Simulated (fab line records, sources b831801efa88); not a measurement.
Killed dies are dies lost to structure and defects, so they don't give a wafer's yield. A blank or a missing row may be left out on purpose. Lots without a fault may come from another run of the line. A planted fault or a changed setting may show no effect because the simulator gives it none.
Chamber matching | flow sky130 | SKY_VIA3_CMP_02 on cmp-02: 3 sister chambers
The step polishes SiO2. 6 wafers are shown with their chamber, then 5 later ones without.

WAFERS WITH THEIR CHAMBER
wafer  | chamber | motor_current_A (A)
L292.4 | 3       | 12.2
L292.5 | 1       | 11.5
L291.1 | 1       | 11.7
L291.2 | 3       | 12.3
L291.5 | 2       | 11.5
L294.1 | 2       | 12.4

WAFERS WITHOUT THEIR CHAMBER
wafer  | motor_current_A (A)
L294.3 | 12.3
L294.4 | 11.2
L296.1 | 12.1
L297.1 | 11.9
L297.5 | 11.1

WHICH CHAMBER EACH WENT THROUGH
wafer  | from the rows above          | in truth
L294.3 | can't be placed: 3 or 2 or 1 | 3
L294.4 | can't be placed: 1 or 2 or 3 | 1
L296.1 | can't be placed: 2 or 3 or 1 | 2
L297.1 | can't be placed: 2 or 1 or 3 | 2
L297.5 | can't be placed: 1 or 2 or 3 | 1
Placed correctly: 0 of 5. Can't be placed from these rows: 5 (the true chamber is among the candidates in 5). Placed wrongly: 0.
How it was worked out, from the rows above alone: a wafer's distance from a chamber is the root of the sum, over the readings, of the square of ((its reading less the chamber's mean) divided by the reading's scatter). The wafer belongs to the nearest chamber; if the next one is less than 2 further off, it can't be placed. A chamber's mean is the mean of its shown wafers. The scatter: the root of (the sum of the squares of (reading less its chamber's mean) over the shown wafers, divided by (wafers less chambers)).
